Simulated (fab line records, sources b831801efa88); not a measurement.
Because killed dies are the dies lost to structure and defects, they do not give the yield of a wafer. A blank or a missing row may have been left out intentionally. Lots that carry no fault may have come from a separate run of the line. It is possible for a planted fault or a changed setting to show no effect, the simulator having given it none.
Chamber matching / flow sky130 / rie-si-01 running SKY_FIELD_ISO_ETCH_17: 3 sister chambers
The step etches Si in HBr/Cl2/O2, target depth 342 nm, time 97.7 s. 6 wafers are shown with their chamber, then 5 later ones without.

== WAFERS WITH THEIR CHAMBER ==
wafer=L347.4; chamber=1; drypump-motor-current-A (A)=6.00; oes-product-au (a.u.)=1.006
wafer=L348.3; chamber=1; drypump-motor-current-A (A)=6.00; oes-product-au (a.u.)=1.007
wafer=L349.5; chamber=0; drypump-motor-current-A (A)=5.37; oes-product-au (a.u.)=0.997
wafer=L349.6; chamber=2; drypump-motor-current-A (A)=5.99; oes-product-au (a.u.)=0.991
wafer=L360.1; chamber=0; drypump-motor-current-A (A)=5.43; oes-product-au (a.u.)=0.990
wafer=L360.2; chamber=2; drypump-motor-current-A (A)=6.02; oes-product-au (a.u.)=1.014

== WAFERS WITHOUT THEIR CHAMBER ==
wafer=L363.5; drypump-motor-current-A (A)=6.00; oes-product-au (a.u.)=1.001
wafer=L363.6; drypump-motor-current-A (A)=5.98; oes-product-au (a.u.)=1.000
wafer=L365.3; drypump-motor-current-A (A)=6.01; oes-product-au (a.u.)=1.018
wafer=L365.5; drypump-motor-current-A (A)=5.99; oes-product-au (a.u.)=1.003
wafer=L365.6; drypump-motor-current-A (A)=5.99; oes-product-au (a.u.)=1.014

== CHAMBER TAKEN BY EACH ==
wafer=L363.5; from the rows above=can't be placed: 2 or 1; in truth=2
wafer=L363.6; from the rows above=can't be placed: 2 or 1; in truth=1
wafer=L365.3; from the rows above=can't be placed: 1 or 2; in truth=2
wafer=L365.5; from the rows above=can't be placed: 1 or 2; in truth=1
wafer=L365.6; from the rows above=can't be placed: 1 or 2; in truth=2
0 of 5 placed correctly. Unplaceable from these rows: 5, with the true chamber sitting among the candidates in 5. Wrongly placed: 0.
How it was worked out, from the rows above alone: a wafer's distance from a chamber is the root of the sum, over the readings, of the square of ((its reading less the chamber's mean) divided by the reading's scatter). The wafer belongs to the nearest chamber; if the next one is less than 2 further off, it can't be placed. A chamber's mean is the mean of its shown wafers. How the scatter is found: for the shown wafers, subtract from each reading the mean of its chamber, square and add these, divide the total by (wafers less chambers), then take the root.
